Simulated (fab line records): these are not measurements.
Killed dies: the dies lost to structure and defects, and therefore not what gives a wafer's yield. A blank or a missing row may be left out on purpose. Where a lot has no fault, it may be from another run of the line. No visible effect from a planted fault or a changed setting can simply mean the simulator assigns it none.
fab line records + flow sky130
record:
- lots: 24
- wafers: 72
- last_day: 50
route steps=708 shown LDD_N@254 LOCAL_INTERCONNECT@388 METAL3@564 VIA3@596 VIA4@642
lots that met no fault: from a run of the same line without faults
start_h: the number of hours between the record's first day and the start of the first shown wafer of the lot + wait_h: time in hours since the lot's previous step + " unchanged from the row above + L1.1+2: several wafers, shown together as one row + - value missing, or start not given + * or withheld: withheld + < > ~ a bound
route shown NAME@n: names a module that has steps shown in the file, with the first one's number in the route + usual: mean and standard deviation over wafers with no fault + same: alike in all rows + chamber/n: place in a boat + sites: the reading at each site + _std_site: standard deviation of those values + _edge_site: outer sites' mean less inner sites' + radius_mm: how far each site lies from the wafer's centre + mask NAME#n: copy n + behind: the tool/chamber that last shaped the wafer + hold: why the lot went on hold/how many hours it stayed there/how the hold came to an end + device: the n, p or np transistor that did not switch + end of line: the route-end tests of the same wafers + a step without rows: its recipe alone + killed: count of dies lost to structure and defects at first sort (not the wafer's yield) + map: shows each die of a wafer: x if killed, . if not, _ if none is there
set.NAME: setting as actually run; set.NAME@STEP: the setting as run at that earlier step + model.NAME: the simulator's own value behind a step, which no gauge read
the route's steps for a sample of lots (tables are steps, rows are wafers)
== steps ==
step: SKY_LDD_N_TW_MEAS_17
usual:
- LDD_N_TW: 2586/25
| lot.wafer | tool          | chamber | start_h | wait_h | LDD_N_TW |
|-----------|---------------|---------|---------|--------|----------|
| L074.2    | film_metro-01 | -       | 409.53  | 0.1    | 2553     |
| L074.3    | "             | -       | "       | "      | 2550     |
| L074.4    | "             | -       | "       | "      | 2553     |
| L075.1    | film_metro-02 | -       | 409.82  | 0.1    | 2629     |
| L075.5    | "             | -       | "       | "      | 2616     |
| L075.6    | "             | -       | "       | "      | 2622     |
| L076.1    | film_metro-01 | -       | 418.02  | 0.1    | 2547     |
| L076.3    | "             | -       | "       | "      | 2564     |
| L076.5    | "             | -       | "       | "      | 2551     |
| L077.2    | film_metro-02 | -       | 429.83  | 0.1    | 2629     |
| L077.4    | "             | -       | "       | "      | 2615     |
| L077.5    | "             | -       | "       | "      | 2632     |
| L078.1    | film_metro-01 | -       | 438.32  | 0.1    | 2557     |
| L078.3    | "             | -       | "       | "      | 2547     |
| L078.4    | "             | -       | "       | "      | 2558     |
| L079.3    | film_metro-02 | -       | 441.79  | 0.1    | 2606     |
| L079.4    | "             | -       | "       | "      | 2599     |
| L079.5    | "             | -       | "       | "      | 2601     |
| L080.3    | film_metro-02 | -       | 467.44  | 0.1    | 2604     |
| L080.5    | "             | -       | "       | "      | 2604     |
| L080.6    | "             | -       | "       | "      | 2611     |
| L082.3    | film_metro-03 | -       | 469.44  | 0.1    | 2600     |
| L082.5    | "             | -       | "       | "      | 2600     |
| L082.6    | "             | -       | "       | "      | 2585     |
| L081.1    | film_metro-01 | -       | 473.07  | 0.1    | 2561     |
| L081.4    | "             | -       | "       | "      | 2562     |
| L081.5    | "             | -       | "       | "      | 2558     |
| L083.3    | film_metro-02 | -       | 493.29  | 0.1    | 2602     |
| L083.4    | "             | -       | "       | "      | 2593     |
| L083.6    | "             | -       | "       | "      | 2589     |
| L085.2    | film_metro-02 | -       | 498.18  | 0.1    | 2593     |
| L085.3    | "             | -       | "       | "      | 2589     |
| L085.4    | "             | -       | "       | "      | 2602     |
| L084.1    | film_metro-01 | -       | 499.52  | 0.1    | 2543     |
| L084.2    | "             | -       | "       | "      | 2556     |
| L084.6    | "             | -       | "       | "      | 2557     |
| L086.1    | film_metro-02 | -       | 503.22  | 0.1    | 2583     |
| L086.5    | "             | -       | "       | "      | 2594     |
| L086.6    | "             | -       | "       | "      | 2592     |
| L087.1    | film_metro-01 | -       | 525.17  | 0.1    | 2562     |
| L087.3    | "             | -       | "       | "      | 2563     |
| L087.6    | "             | -       | "       | "      | 2562     |
| L088.3    | film_metro-03 | -       | 527.44  | 0.1    | 2593     |
| L088.5    | "             | -       | "       | "      | 2594     |
| L088.6    | "             | -       | "       | "      | 2599     |
| L089.1    | film_metro-02 | -       | 533.57  | 0.1    | 2618     |
| L089.2    | "             | -       | "       | "      | 2596     |
| L089.5    | "             | -       | "       | "      | 2621     |
| L090.2    | film_metro-02 | -       | 549.28  | 0.1    | 2612     |
| L090.3    | "             | -       | "       | "      | 2605     |
| L090.4    | "             | -       | "       | "      | 2603     |
| L091.1    | film_metro-01 | -       | 556.32  | 0.1    | 2548     |
| L091.3    | "             | -       | "       | "      | 2559     |
| L091.6    | "             | -       | "       | "      | 2541     |
| L092.1    | film_metro-01 | -       | 562.67  | 0.1    | 2541     |
| L092.3    | "             | -       | "       | "      | 2558     |
| L092.5    | "             | -       | "       | "      | 2550     |
| L093.1    | film_metro-03 | -       | 583.32  | 0.1    | 2601     |
| L093.5    | "             | -       | "       | "      | 2587     |
| L093.6    | "             | -       | "       | "      | 2590     |
| L094.2    | film_metro-03 | -       | 585.78  | 0.1    | 2580     |
| L094.5    | "             | -       | "       | "      | 2593     |
| L094.6    | "             | -       | "       | "      | 2595     |
| L095.2    | film_metro-02 | -       | 587.78  | 0.1    | 2613     |
| L095.3    | "             | -       | "       | "      | 2597     |
| L095.4    | "             | -       | "       | "      | 2603     |
| L096.3    | film_metro-03 | -       | 590.54  | 0.1    | 2589     |
| L096.4    | "             | -       | "       | "      | 2599     |
| L096.5    | "             | -       | "       | "      | 2584     |
| L097.1    | film_metro-02 | -       | 615.72  | 0.1    | 2627     |
| L097.3    | "             | -       | "       | "      | 2603     |
| L097.5    | "             | -       | "       | "      | 2617     |
step: SKY_LOCAL_INTERCONNECT_RS_MEAS_01
recipe:
- thk_meas_gauge: four-point-probe
- reads: TiN_of_LOCAL_INTERCONNECT_SPUTTER_00
usual:
- LOCAL_INTERCONNECT_TIN_RS: 14.14/0.16
| lot.wafer | tool          | chamber | start_h | wait_h | LOCAL_INTERCONNECT_TIN_RS[ohm/sq] |
|-----------|---------------|---------|---------|--------|-----------------------------------|
| L074.2    | film_metro-01 | -       | 684.87  | 0.1    | 13.98                             |
| L074.3    | "             | -       | "       | "      | 14.25                             |
| L074.4    | "             | -       | "       | "      | 14.02                             |
| L075.1    | film_metro-01 | -       | 685.55  | 0.0    | 14.16                             |
| L075.5    | "             | -       | "       | "      | 14.25                             |
| L075.6    | "             | -       | "       | "      | 14.42                             |
| L076.1    | film_metro-04 | -       | 698.05  | 0.0    | 14.13                             |
| L076.3    | "             | -       | "       | "      | 14.13                             |
| L076.5    | "             | -       | "       | "      | 14.21                             |
| L077.2    | film_metro-01 | -       | 703.50  | 0.1    | 14.30                             |
| L077.4    | "             | -       | "       | "      | 14.04                             |
| L077.5    | "             | -       | "       | "      | 14.17                             |
| L078.1    | film_metro-03 | -       | 710.98  | 0.0    | 14.29                             |
| L078.3    | "             | -       | "       | "      | 14.17                             |
| L078.4    | "             | -       | "       | "      | 14.15                             |
| L079.3    | film_metro-04 | -       | 714.18  | 0.1    | 14.21                             |
| L079.4    | "             | -       | "       | "      | 14.03                             |
| L079.5    | "             | -       | "       | "      | 14.19                             |
| L080.3    | film_metro-01 | -       | 738.82  | 0.1    | 14.32                             |
| L080.5    | "             | -       | "       | "      | 14.22                             |
| L080.6    | "             | -       | "       | "      | 14.13                             |
| L082.3    | film_metro-03 | -       | 739.91  | 0.1    | 14.17                             |
| L082.5    | "             | -       | "       | "      | 14.01                             |
| L082.6    | "             | -       | "       | "      | 14.25                             |
| L081.1    | film_metro-01 | -       | 741.30  | 0.0    | 13.96                             |
| L081.4    | "             | -       | "       | "      | 13.94                             |
| L081.5    | "             | -       | "       | "      | 13.99                             |
| L083.3    | film_metro-04 | -       | 757.10  | 0.1    | 13.92                             |
| L083.4    | "             | -       | "       | "      | 13.97                             |
| L083.6    | "             | -       | "       | "      | 14.02                             |
| L085.2    | film_metro-01 | -       | 763.73  | 0.1    | 13.97                             |
| L085.3    | "             | -       | "       | "      | 14.25                             |
| L085.4    | "             | -       | "       | "      | 14.00                             |
| L084.1    | film_metro-04 | -       | 764.70  | 0.0    | 14.49                             |
| L084.2    | "             | -       | "       | "      | 14.49                             |
| L084.6    | "             | -       | "       | "      | 14.51                             |
| L086.1    | film_metro-03 | -       | 768.28  | 0.0    | 14.35                             |
| L086.5    | "             | -       | "       | "      | 14.16                             |
| L086.6    | "             | -       | "       | "      | 14.33                             |
| L087.1    | film_metro-01 | -       | 787.03  | 0.0    | 14.21                             |
| L087.3    | "             | -       | "       | "      | 14.42                             |
| L087.6    | "             | -       | "       | "      | 14.26                             |
| L088.3    | film_metro-01 | -       | 788.05  | 0.1    | 13.92                             |
| L088.5    | "             | -       | "       | "      | 13.96                             |
| L088.6    | "             | -       | "       | "      | 14.08                             |
| L089.1    | film_metro-03 | -       | 793.93  | 0.0    | 14.44                             |
| L089.2    | "             | -       | "       | "      | 14.46                             |
| L089.5    | "             | -       | "       | "      | 14.45                             |
| L090.2    | film_metro-04 | -       | 808.26  | 0.1    | 14.08                             |
| L090.3    | "             | -       | "       | "      | 14.27                             |
| L090.4    | "             | -       | "       | "      | 14.24                             |
| L091.1    | film_metro-01 | -       | 811.71  | 0.0    | 13.87                             |
| L091.3    | "             | -       | "       | "      | 13.97                             |
| L091.6    | "             | -       | "       | "      | 13.96                             |
| L092.1    | film_metro-01 | -       | 819.88  | 0.0    | 13.84                             |
| L092.3    | "             | -       | "       | "      | 13.88                             |
| L092.5    | "             | -       | "       | "      | 13.93                             |
| L093.1    | film_metro-01 | -       | 836.52  | 0.0    | 14.14                             |
| L093.5    | "             | -       | "       | "      | 14.03                             |
| L093.6    | "             | -       | "       | "      | 14.23                             |
| L094.2    | film_metro-03 | -       | 838.16  | 0.1    | 13.98                             |
| L094.5    | "             | -       | "       | "      | 14.10                             |
| L094.6    | "             | -       | "       | "      | 13.99                             |
| L095.2    | film_metro-01 | -       | 842.19  | 0.1    | 14.08                             |
| L095.3    | "             | -       | "       | "      | 14.08                             |
| L095.4    | "             | -       | "       | "      | 14.05                             |
| L096.3    | film_metro-03 | -       | 844.00  | 0.1    | 14.12                             |
| L096.4    | "             | -       | "       | "      | 14.20                             |
| L096.5    | "             | -       | "       | "      | 14.11                             |
| L097.1    | film_metro-04 | -       | 864.25  | 0.0    | 14.14                             |
| L097.3    | "             | -       | "       | "      | 14.36                             |
| L097.5    | "             | -       | "       | "      | 14.21                             |
step: SKY_LOCAL_INTERCONNECT_OVL_MEAS_12
usual:
- LOCAL_INTERCONNECT_OVL: 0/4.7
| lot.wafer | tool       | chamber | start_h | wait_h | LOCAL_INTERCONNECT_OVL[nm] |
|-----------|------------|---------|---------|--------|----------------------------|
| L074.2    | overlay-02 | -       | 712.46  | 0.1    | 0                          |
| L074.3    | "          | -       | "       | "      | -5                         |
| L074.4    | "          | -       | "       | "      | 1                          |
| L075.1    | overlay-01 | -       | 713.15  | 0.1    | 6                          |
| L075.5    | "          | -       | "       | "      | -3                         |
| L075.6    | "          | -       | "       | "      | -1                         |
| L076.1    | overlay-02 | -       | 725.46  | 0.1    | 1                          |
| L076.3    | "          | -       | "       | "      | -1                         |
| L076.5    | "          | -       | "       | "      | 2                          |
| L077.2    | overlay-01 | -       | 731.84  | 0.1    | 0                          |
| L077.4    | "          | -       | "       | "      | -4                         |
| L077.5    | "          | -       | "       | "      | -3                         |
| L078.1    | overlay-01 | -       | 739.40  | 0.1    | -1                         |
| L078.3    | "          | -       | "       | "      | -5                         |
| L078.4    | "          | -       | "       | "      | -2                         |
| L079.3    | overlay-02 | -       | 741.87  | 0.1    | 8                          |
| L079.4    | "          | -       | "       | "      | 4                          |
| L079.5    | "          | -       | "       | "      | 3                          |
| L080.3    | overlay-01 | -       | 766.66  | 0.1    | 0                          |
| L080.5    | "          | -       | "       | "      | -6                         |
| L080.6    | "          | -       | "       | "      | 3                          |
| L082.3    | overlay-02 | -       | 767.36  | 0.1    | 4                          |
| L082.5    | "          | -       | "       | "      | -2                         |
| L082.6    | "          | -       | "       | "      | -3                         |
| L081.1    | overlay-01 | -       | 768.54  | 0.1    | -3                         |
| L081.4    | "          | -       | "       | "      | -6                         |
| L081.5    | "          | -       | "       | "      | -1                         |
| L083.3    | overlay-02 | -       | 783.82  | 0.1    | -2                         |
| L083.4    | "          | -       | "       | "      | -2                         |
| L083.6    | "          | -       | "       | "      | 7                          |
| L085.2    | overlay-01 | -       | 790.36  | 0.1    | 8                          |
| L085.3    | "          | -       | "       | "      | 4                          |
| L085.4    | "          | -       | "       | "      | 11                         |
| L084.1    | overlay-02 | -       | 791.65  | 0.1    | -7                         |
| L084.2    | "          | -       | "       | "      | -5                         |
| L084.6    | "          | -       | "       | "      | -9                         |
| L086.1    | overlay-02 | -       | 795.00  | 0.1    | 2                          |
| L086.5    | "          | -       | "       | "      | 4                          |
| L086.6    | "          | -       | "       | "      | 1                          |
| L087.1    | overlay-02 | -       | 813.34  | 0.1    | 2                          |
| L087.3    | "          | -       | "       | "      | 3                          |
| L087.6    | "          | -       | "       | "      | 7                          |
| L088.3    | overlay-02 | -       | 814.02  | 0.1    | 5                          |
| L088.5    | "          | -       | "       | "      | 5                          |
| L088.6    | "          | -       | "       | "      | 6                          |
| L089.1    | overlay-01 | -       | 820.65  | 0.1    | 6                          |
| L089.2    | "          | -       | "       | "      | 7                          |
| L089.5    | "          | -       | "       | "      | 5                          |
| L090.2    | overlay-01 | -       | 834.56  | 0.1    | -7                         |
| L090.3    | "          | -       | "       | "      | -3                         |
| L090.4    | "          | -       | "       | "      | -7                         |
| L091.1    | overlay-01 | -       | 838.11  | 0.1    | -2                         |
| L091.3    | "          | -       | "       | "      | 5                          |
| L091.6    | "          | -       | "       | "      | 1                          |
| L092.1    | overlay-02 | -       | 845.71  | 0.1    | 3                          |
| L092.3    | "          | -       | "       | "      | -1                         |
| L092.5    | "          | -       | "       | "      | 7                          |
| L093.1    | overlay-02 | -       | 863.30  | 0.1    | -5                         |
| L093.5    | "          | -       | "       | "      | -4                         |
| L093.6    | "          | -       | "       | "      | -5                         |
| L094.2    | overlay-02 | -       | 864.26  | 0.1    | 5                          |
| L094.5    | "          | -       | "       | "      | 7                          |
| L094.6    | "          | -       | "       | "      | 5                          |
| L095.2    | overlay-01 | -       | 868.64  | 0.1    | -1                         |
| L095.3    | "          | -       | "       | "      | -1                         |
| L095.4    | "          | -       | "       | "      | 4                          |
| L096.3    | overlay-01 | -       | 870.75  | 0.1    | -6                         |
| L096.4    | "          | -       | "       | "      | -5                         |
| L096.5    | "          | -       | "       | "      | -5                         |
| L097.1    | overlay-01 | -       | 890.81  | 0.1    | 2                          |
| L097.3    | "          | -       | "       | "      | 6                          |
| L097.5    | "          | -       | "       | "      | 4                          |
step: SKY_METAL3_OVL_MEAS_14
usual:
- METAL3_OVL: 0/5.3
| lot.wafer | tool       | chamber | start_h | wait_h | METAL3_OVL[nm] |
|-----------|------------|---------|---------|--------|----------------|
| L074.2    | overlay-01 | -       | 910.81  | 0.1    | -2             |
| L074.3    | "          | -       | "       | "      | -4             |
| L074.4    | "          | -       | "       | "      | -10            |
| L075.1    | overlay-01 | -       | 912.59  | 0.1    | 3              |
| L075.5    | "          | -       | "       | "      | 0              |
| L075.6    | "          | -       | "       | "      | 6              |
| L076.1    | overlay-01 | -       | 920.55  | 0.1    | -4             |
| L076.3    | "          | -       | "       | "      | 1              |
| L076.5    | "          | -       | "       | "      | -1             |
| L077.2    | overlay-01 | -       | 926.79  | 0.1    | 3              |
| L077.4    | "          | -       | "       | "      | 4              |
| L077.5    | "          | -       | "       | "      | 9              |
| L078.1    | overlay-02 | -       | 934.09  | 0.1    | -9             |
| L078.3    | "          | -       | "       | "      | -2             |
| L078.4    | "          | -       | "       | "      | -3             |
| L079.3    | overlay-02 | -       | 934.80  | 0.1    | 4              |
| L079.4    | "          | -       | "       | "      | 3              |
| L079.5    | "          | -       | "       | "      | -1             |
| L080.3    | overlay-02 | -       | 957.01  | 0.1    | 2              |
| L080.5    | "          | -       | "       | "      | 7              |
| L080.6    | "          | -       | "       | "      | 3              |
| L082.3    | overlay-02 | -       | 958.81  | 0.1    | -3             |
| L082.5    | "          | -       | "       | "      | 0              |
| L082.6    | "          | -       | "       | "      | -8             |
| L081.1    | overlay-01 | -       | 959.15  | 0.1    | -5             |
| L081.4    | "          | -       | "       | "      | -2             |
| L081.5    | "          | -       | "       | "      | -7             |
| L083.3    | overlay-01 | -       | 972.56  | 0.1    | -2             |
| L083.4    | "          | -       | "       | "      | -1             |
| L083.6    | "          | -       | "       | "      | 5              |
| L085.2    | overlay-02 | -       | 980.01  | 0.1    | 0              |
| L085.3    | "          | -       | "       | "      | 0              |
| L085.4    | "          | -       | "       | "      | 0              |
| L084.1    | overlay-02 | -       | 980.84  | 0.1    | 6              |
| L084.2    | "          | -       | "       | "      | 2              |
| L084.6    | "          | -       | "       | "      | 4              |
| L086.1    | overlay-02 | -       | 983.85  | 0.1    | 0              |
| L086.5    | "          | -       | "       | "      | 3              |
| L086.6    | "          | -       | "       | "      | -10            |
| L087.1    | overlay-02 | -       | 1000.94 | 0.1    | 2              |
| L087.3    | "          | -       | "       | "      | -3             |
| L087.6    | "          | -       | "       | "      | 14             |
| L088.3    | overlay-01 | -       | 1001.30 | 0.1    | 0              |
| L088.5    | "          | -       | "       | "      | 3              |
| L088.6    | "          | -       | "       | "      | -2             |
| L089.1    | overlay-01 | -       | 1007.29 | 0.1    | -7             |
| L089.2    | "          | -       | "       | "      | -5             |
| L089.5    | "          | -       | "       | "      | 0              |
| L090.2    | overlay-01 | -       | 1018.15 | 0.1    | 0              |
| L090.3    | "          | -       | "       | "      | 13             |
| L090.4    | "          | -       | "       | "      | -4             |
| L091.1    | overlay-01 | -       | 1020.84 | 0.1    | -12            |
| L091.3    | "          | -       | "       | "      | -13            |
| L091.6    | "          | -       | "       | "      | -12            |
| L092.1    | overlay-02 | -       | 1028.34 | 0.1    | -2             |
| L092.3    | "          | -       | "       | "      | -2             |
| L092.5    | "          | -       | "       | "      | 10             |
| L093.1    | overlay-02 | -       | 1042.84 | 0.1    | 2              |
| L093.5    | "          | -       | "       | "      | -3             |
| L093.6    | "          | -       | "       | "      | -4             |
| L094.2    | overlay-01 | -       | 1043.96 | 0.1    | 0              |
| L094.5    | "          | -       | "       | "      | 2              |
| L094.6    | "          | -       | "       | "      | -9             |
| L095.2    | overlay-01 | -       | 1046.46 | 0.1    | -3             |
| L095.3    | "          | -       | "       | "      | 3              |
| L095.4    | "          | -       | "       | "      | -2             |
| L096.3    | overlay-01 | -       | 1052.46 | 0.1    | -1             |
| L096.4    | "          | -       | "       | "      | 8              |
| L096.5    | "          | -       | "       | "      | 1              |
| L097.1    | overlay-01 | -       | 1064.74 | 0.1    | -1             |
| L097.3    | "          | -       | "       | "      | 1              |
| L097.5    | "          | -       | "       | "      | -2             |
step: SKY_VIA3_THK_MEAS_23
recipe:
- thk_meas_gauge: xrf
- reads: W_of_VIA3_CVD_21
usual:
- VIA3_W_THK: 406/5.2
| lot.wafer | tool          | chamber | start_h | wait_h | VIA3_W_THK[nm] |
|-----------|---------------|---------|---------|--------|----------------|
| L074.2    | film_metro-04 | -       | 938.83  | 0.1    | 406            |
| L074.3    | "             | -       | "       | "      | 403            |
| L074.4    | "             | -       | "       | "      | 411            |
| L075.1    | film_metro-04 | -       | 940.53  | 0.1    | 411            |
| L075.5    | "             | -       | "       | "      | 414            |
| L075.6    | "             | -       | "       | "      | 412            |
| L076.1    | film_metro-04 | -       | 948.22  | 0.1    | 403            |
| L076.3    | "             | -       | "       | "      | 405            |
| L076.5    | "             | -       | "       | "      | 408            |
| L077.2    | film_metro-02 | -       | 953.92  | 0.1    | 413            |
| L077.4    | "             | -       | "       | "      | 410            |
| L077.5    | "             | -       | "       | "      | 400            |
| L078.1    | film_metro-04 | -       | 961.32  | 0.1    | 413            |
| L078.3    | "             | -       | "       | "      | 410            |
| L078.4    | "             | -       | "       | "      | 409            |
| L079.3    | film_metro-02 | -       | 961.71  | 0.1    | 408            |
| L079.4    | "             | -       | "       | "      | 407            |
| L079.5    | "             | -       | "       | "      | 407            |
| L080.3    | film_metro-04 | -       | 983.77  | 0.1    | 409            |
| L080.5    | "             | -       | "       | "      | 414            |
| L080.6    | "             | -       | "       | "      | 405            |
| L082.3    | film_metro-03 | -       | 985.30  | 0.1    | 399            |
| L082.5    | "             | -       | "       | "      | 406            |
| L082.6    | "             | -       | "       | "      | 407            |
| L081.1    | film_metro-04 | -       | 985.59  | 0.1    | 400            |
| L081.4    | "             | -       | "       | "      | 400            |
| L081.5    | "             | -       | "       | "      | 405            |
| L083.3    | film_metro-02 | -       | 998.35  | 0.1    | 408            |
| L083.4    | "             | -       | "       | "      | 408            |
| L083.6    | "             | -       | "       | "      | 411            |
| L085.2    | film_metro-02 | -       | 1005.95 | 0.1    | 413            |
| L085.3    | "             | -       | "       | "      | 408            |
| L085.4    | "             | -       | "       | "      | 404            |
| L084.1    | film_metro-04 | -       | 1007.69 | 0.1    | 411            |
| L084.2    | "             | -       | "       | "      | 408            |
| L084.6    | "             | -       | "       | "      | 407            |
| L086.1    | film_metro-04 | -       | 1010.17 | 0.1    | 402            |
| L086.5    | "             | -       | "       | "      | 408            |
| L086.6    | "             | -       | "       | "      | 401            |
| L087.1    | film_metro-03 | -       | 1026.14 | 0.1    | 404            |
| L087.3    | "             | -       | "       | "      | 407            |
| L087.6    | "             | -       | "       | "      | 402            |
| L088.3    | film_metro-02 | -       | 1027.14 | 0.1    | 408            |
| L088.5    | "             | -       | "       | "      | 414            |
| L088.6    | "             | -       | "       | "      | 411            |
| L089.1    | film_metro-03 | -       | 1032.70 | 0.1    | 410            |
| L089.2    | "             | -       | "       | "      | 405            |
| L089.5    | "             | -       | "       | "      | 407            |
| L090.2    | film_metro-03 | -       | 1043.30 | 0.1    | 395            |
| L090.3    | "             | -       | "       | "      | 397            |
| L090.4    | "             | -       | "       | "      | 403            |
| L091.1    | film_metro-03 | -       | 1045.64 | 0.1    | 413            |
| L091.3    | "             | -       | "       | "      | 403            |
| L091.6    | "             | -       | "       | "      | 407            |
| L092.1    | film_metro-03 | -       | 1053.74 | 0.1    | 406            |
| L092.3    | "             | -       | "       | "      | 406            |
| L092.5    | "             | -       | "       | "      | 406            |
| L093.1    | film_metro-02 | -       | 1067.32 | 0.1    | 410            |
| L093.5    | "             | -       | "       | "      | 402            |
| L093.6    | "             | -       | "       | "      | 413            |
| L094.2    | film_metro-02 | -       | 1068.33 | 0.1    | 412            |
| L094.5    | "             | -       | "       | "      | 413            |
| L094.6    | "             | -       | "       | "      | 410            |
| L095.2    | film_metro-03 | -       | 1070.40 | 0.1    | 393            |
| L095.3    | "             | -       | "       | "      | 393            |
| L095.4    | "             | -       | "       | "      | 402            |
| L096.3    | film_metro-02 | -       | 1075.87 | 0.1    | 412            |
| L096.4    | "             | -       | "       | "      | 405            |
| L096.5    | "             | -       | "       | "      | 395            |
| L097.1    | film_metro-03 | -       | 1088.45 | 0.1    | 396            |
| L097.3    | "             | -       | "       | "      | 405            |
| L097.5    | "             | -       | "       | "      | 398            |
step: SKY_VIA4_BOW_MEAS_03
recipe:
- mode: bow
usual:
- VIA4_BOW: 79/9
| lot.wafer | tool          | chamber | start_h | wait_h | VIA4_BOW[um] |
|-----------|---------------|---------|---------|--------|--------------|
| L074.2    | film_metro-03 | -       | 989.46  | 0.2    | 77           |
| L074.3    | "             | -       | "       | "      | 73           |
| L074.4    | "             | -       | "       | "      | 89           |
| L075.1    | film_metro-02 | -       | 991.64  | 0.1    | 84           |
| L075.5    | "             | -       | "       | "      | 85           |
| L075.6    | "             | -       | "       | "      | 69           |
| L076.1    | film_metro-03 | -       | 998.34  | 0.1    | 84           |
| L076.3    | "             | -       | "       | "      | 85           |
| L076.5    | "             | -       | "       | "      | 75           |
| L077.2    | film_metro-02 | -       | 1005.39 | 0.1    | 85           |
| L077.4    | "             | -       | "       | "      | 83           |
| L077.5    | "             | -       | "       | "      | 84           |
| L078.1    | film_metro-03 | -       | 1011.28 | 0.1    | 59           |
| L078.3    | "             | -       | "       | "      | 72           |
| L078.4    | "             | -       | "       | "      | 72           |
| L079.3    | film_metro-01 | -       | 1011.36 | 0.2    | 82           |
| L079.4    | "             | -       | "       | "      | 93           |
| L079.5    | "             | -       | "       | "      | 84           |
| L080.3    | film_metro-01 | -       | 1033.13 | 0.2    | 80           |
| L080.5    | "             | -       | "       | "      | 83           |
| L080.6    | "             | -       | "       | "      | 77           |
| L082.3    | film_metro-01 | -       | 1035.20 | 0.1    | 77           |
| L082.5    | "             | -       | "       | "      | 82           |
| L082.6    | "             | -       | "       | "      | 91           |
| L081.1    | film_metro-01 | -       | 1035.73 | 0.1    | 91           |
| L081.4    | "             | -       | "       | "      | 73           |
| L081.5    | "             | -       | "       | "      | 67           |
| L083.3    | film_metro-03 | -       | 1047.39 | 0.1    | 82           |
| L083.4    | "             | -       | "       | "      | 71           |
| L083.6    | "             | -       | "       | "      | 72           |
| L085.2    | film_metro-01 | -       | 1053.66 | 0.2    | 96           |
| L085.3    | "             | -       | "       | "      | 83           |
| L085.4    | "             | -       | "       | "      | 81           |
| L084.1    | film_metro-02 | -       | 1055.28 | 0.1    | 87           |
| L084.2    | "             | -       | "       | "      | 92           |
| L084.6    | "             | -       | "       | "      | 83           |
| L086.1    | film_metro-02 | -       | 1058.20 | 0.1    | 74           |
| L086.5    | "             | -       | "       | "      | 80           |
| L086.6    | "             | -       | "       | "      | 75           |
| L087.1    | film_metro-01 | -       | 1073.39 | 0.1    | 62           |
| L087.3    | "             | -       | "       | "      | 83           |
| L087.6    | "             | -       | "       | "      | 62           |
| L088.3    | film_metro-02 | -       | 1073.64 | 0.1    | 80           |
| L088.5    | "             | -       | "       | "      | 79           |
| L088.6    | "             | -       | "       | "      | 71           |
| L089.1    | film_metro-01 | -       | 1079.59 | 0.1    | 94           |
| L089.2    | "             | -       | "       | "      | 91           |
| L089.5    | "             | -       | "       | "      | 89           |
| L090.2    | film_metro-03 | -       | 1089.11 | 0.3    | 89           |
| L090.3    | "             | -       | "       | "      | 99           |
| L090.4    | "             | -       | "       | "      | 75           |
| L091.1    | film_metro-02 | -       | 1091.31 | 0.1    | 72           |
| L091.3    | "             | -       | "       | "      | 68           |
| L091.6    | "             | -       | "       | "      | 56           |
| L092.1    | film_metro-03 | -       | 1098.11 | 0.1    | 86           |
| L092.3    | "             | -       | "       | "      | 88           |
| L092.5    | "             | -       | "       | "      | 78           |
| L093.1    | film_metro-01 | -       | 1112.16 | 0.1    | 69           |
| L093.5    | "             | -       | "       | "      | 66           |
| L093.6    | "             | -       | "       | "      | 67           |
| L094.2    | film_metro-03 | -       | 1113.20 | 0.3    | 87           |
| L094.5    | "             | -       | "       | "      | 84           |
| L094.6    | "             | -       | "       | "      | 83           |
| L095.2    | film_metro-03 | -       | 1114.83 | 0.1    | 71           |
| L095.3    | "             | -       | "       | "      | 81           |
| L095.4    | "             | -       | "       | "      | 76           |
| L096.3    | film_metro-02 | -       | 1118.62 | 0.2    | 94           |
| L096.4    | "             | -       | "       | "      | 79           |
| L096.5    | "             | -       | "       | "      | 75           |
| L097.1    | film_metro-03 | -       | 1131.93 | 0.1    | 77           |
| L097.3    | "             | -       | "       | "      | 85           |
| L097.5    | "             | -       | "       | "      | 80           |
== key ==
fault none
